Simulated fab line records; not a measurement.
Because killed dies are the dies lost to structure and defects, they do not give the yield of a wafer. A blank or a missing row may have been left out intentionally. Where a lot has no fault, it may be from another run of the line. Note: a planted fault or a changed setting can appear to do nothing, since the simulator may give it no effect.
A single fault, viewed from 2 desks / flow sky130 / numbers are kept per desk, each desk with only its own; the story behind them comes last

## THE METROLOGY DESK
What the gauges read, lot by lot, whatever tool the lot ran on: means of the sampled wafers that have a number. Marked OUT: a lot whose mean sits more than 4 standard deviations from the usual mean, which makes it out of limits; the brackets give that distance.
Columns: A = VT_ADJUST_PCH_OVL at SKY_VT_ADJUST_PCH_OVL_MEAS_07, usual 0.5 nm; B = SONOS_ONO_OXIDATION_THK at SKY_SONOS_ONO_THK_MEAS_01, usual 2.59 nm; C = RES_XHIGH_TW at SKY_RES_XHIGH_TW_MEAS_09, usual 1644
lot=L346; first seen here=day 10 05:05; A=0.7; B=2.65; C=1636
lot=L347; first seen here=day 10 12:05; A=3.8; B=2.64; C=1635
lot=L353; first seen here=day 12 13:45; A=1.0; B=2.53; C=1666
lot=L355; first seen here=day 13 07:35; A=-0.4; B=2.55; C=1634
lot=L357; first seen here=day 13 18:03; A=-0.8; B=2.77; C=1632
lot=L358; first seen here=day 14 02:16; A=-0.3; B=2.75; C=1633
lot=L360; first seen here=day 14 13:57; A=-1.3; B=2.74; C=1674
lot=L364; first seen here=day 15 20:26; A=1.7; B=2.57; C=1626
lot=L365; first seen here=day 16 17:51; A=1.2; B=2.58; C=1635
lot=L368; first seen here=day 17 15:29; A=0.9; B=2.58; C=1631
lot=L369; first seen here=day 17 16:02; A=-0.6; B=2.61; C=1622
Finding of this desk: none of the 11 lots has anything out of limits.

## TOOL OWNER'S DESK, furnace-01
The tool's own readings at SKY_SONOS_ONO_OXIDATION_00 (stabilise 600 s, purge 300 s, target thk 2.6 nm): means of the sampled wafers that have a number, for each lot that ran on this tool. Marked OUT: a lot whose mean sits more than 4 standard deviations from the usual mean, which makes it out of limits; the brackets give that distance. It has 9 readings, of which 7 appear: the earliest out of limits, and the ones furthest out on some lot.
Columns: A = spike_tc_centre_C at SKY_SONOS_ONO_OXIDATION_00, usual 802.0 C; B = spike_tc_lower_C at SKY_SONOS_ONO_OXIDATION_00, usual 800.0 C; C = spike_tc_top_C at SKY_SONOS_ONO_OXIDATION_00, usual 810.1 C; D = spike_tc_upper_C at SKY_SONOS_ONO_OXIDATION_00, usual 801.0 C; E = tube_center_temp_C at SKY_SONOS_ONO_OXIDATION_00, usual 800 C; F = tube_center_temp_C_max at SKY_SONOS_ONO_OXIDATION_00, usual 802.1; G = zone_power_top_pct at SKY_SONOS_ONO_OXIDATION_00, usual 30.5 %
lot=L355; first seen here=day 14 11:22; A=801.0; B=799.4; C=809.3; D=801.1; E=800; F=802.4; G=30.9
lot=L357; first seen here=day 14 23:19; A=805.9; B=803.8; C=814.0; D=804.8; E=804 (+53) OUT; F=806.0 (+10) OUT; G=31.2
lot=L358; first seen here=day 15 06:41; A=804.7; B=803.6; C=813.9; D=803.2; E=804 (+51) OUT; F=805.6 (+9.5) OUT; G=31.1
lot=L360; first seen here=day 15 18:26; A=805.3; B=803.9; C=813.3; D=806.1 (+5.1) OUT; E=804 (+52) OUT; F=805.7 (+9.6) OUT; G=31.1
lot=L368; first seen here=day 18 23:49; A=800.9; B=799.9; C=810.4; D=800.2; E=800; F=801.7; G=31.0
lot=L369; first seen here=day 18 23:49; A=801.5; B=799.5; C=809.2; D=800.3; E=800; F=802.3; G=30.8
Finding of this desk: L357, L358, L360 out of limits; the first was L357 at day 14 23:19, on tube_center_temp_C at SKY_SONOS_ONO_OXIDATION_00. L355, L368, L369: within limits.

## ALL TOGETHER
An alarm could have come from the tool owner's desk at day 14 23:19, on L357, L358, L360.
At the metrology desk, nothing out of limits was observed.
The metrology desk holds a record of L357, L358, L360, inside its limits.
SKY_SONOS_ONO_OXIDATION_00 was run on furnace-01 by each of the lots named.

## WHAT THE SIMULATOR HAD PUT IN
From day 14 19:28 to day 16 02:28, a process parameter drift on furnace-01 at SKY_SONOS_ONO_OXIDATION_00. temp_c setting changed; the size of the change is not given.
Struck lots among those shown: L357, L358, L360.
Hours from the fault's start to each desk's first reading out of limits: the tool owner's desk, 4.
